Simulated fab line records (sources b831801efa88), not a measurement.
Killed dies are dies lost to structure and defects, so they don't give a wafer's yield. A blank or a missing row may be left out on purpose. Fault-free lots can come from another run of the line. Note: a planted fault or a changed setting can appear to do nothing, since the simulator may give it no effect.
8D (eight disciplines) problem report, filled in by code :: flow gf180mcu :: the parts of the form that need people (team, actions taken, sign-off) are left out

## 1. THE ISSUE
Mean of end_station_pressure_torr at GF_HV_LDD_IMPLANT_34: 4.34e-05 Torr across 6 wafers in 2 lots; on wafers with no fault it is 5.03e-06 Torr (standard deviation 2.8e-07). That is +99 or more standard deviations from the usual mean.
Earliest sighting: wafer L295.2 on implanter-01 at day 14 17:20. Wafers with a number at this step in the record: 42, from 14 lots. Rule for "out" (also "out of limits"): further than 4 standard deviations from the usual mean. The other wafers with a number count as sound.

## 2. WHAT IT IS, WHAT IT ISN'T
question: which readings at this step
is: end_station_pressure_torr
is not: -

question: which lots
is: L295, L297
is not: L285, L286, L287, L290, L299, L301, L302, L304, L305, L306, L307, L308

question: which wafers of those lots
is: all that have a number
is not: -

question: read on which tools
is: implanter-01
is not: implanter-02, implanter-04

question: when
is: from day 14 17:20
is not: up to then (12 sound wafers); but 24 sound wafers of L299, L301, L302, L304, L305, L306, L307, L308 came after

## 3. WHAT RULES OUT EACH SUSPECT
Counting: a tool at any process step up to the reading remains a suspect when it ran all the lots that are out and ran no sound lot after the first of those.
- implanter-01 at GF_HV_LDD_IMPLANT_34: ruled out as a lasting fault. Following L295 (day 14 17:20), the first lot on it that is out, the sound lots L305, L307 were run on it.
Left after counting: nothing in the record.

## 4. THE CAUSE (what the simulator had put in)
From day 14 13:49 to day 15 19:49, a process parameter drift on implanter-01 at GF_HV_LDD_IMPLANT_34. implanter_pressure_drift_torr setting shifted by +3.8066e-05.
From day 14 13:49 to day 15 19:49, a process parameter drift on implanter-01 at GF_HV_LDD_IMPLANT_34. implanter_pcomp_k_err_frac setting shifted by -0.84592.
Counting ruled it out, wrongly.

## 5. SEQUENCE OF EFFECTS, ordered by route
Rows list readings where the struck wafers' mean (over those with a number) sits beyond 3 standard deviations from the usual. Only readings whose record carries a usual standard deviation are examined. hours: median over the lots of the time between each lot's start at the first step of this table that gives one and its start at this step. sigmas: the change, counted in usual standard deviations.
hours: 0
step: GF_HV_LDD_IMPLANT_34
reading: beam_on_s
usual: 9.98 s
on struck wafers: 10.71
change: +0.73
sigmas: +3.5

hours: 0
step: GF_HV_LDD_IMPLANT_34
reading: end_station_pressure_torr
usual: 5.03e-06 Torr
on struck wafers: 4.34e-05
change: +3.84e-05
sigmas: +99 or more

hours: 0
step: GF_HV_LDD_IMPLANT_34
reading: faraday_current_uA
usual: 42.4
on struck wafers: 39.3
change: -3.1
sigmas: -3.4
Its process steps:
- GF_HV_LDD_IMPLANT_34
Later measuring or inspecting steps at which every struck wafer that the step has a row for has a number for every such reading, and none has moved that far: GF_V1_OVL_MEAS_15.

## 6. WHAT WOULD HAVE CAUGHT IT SOONER
In this record no reading fell out of limits until day 14 17:20, 4 hours after the fault had begun at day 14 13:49.
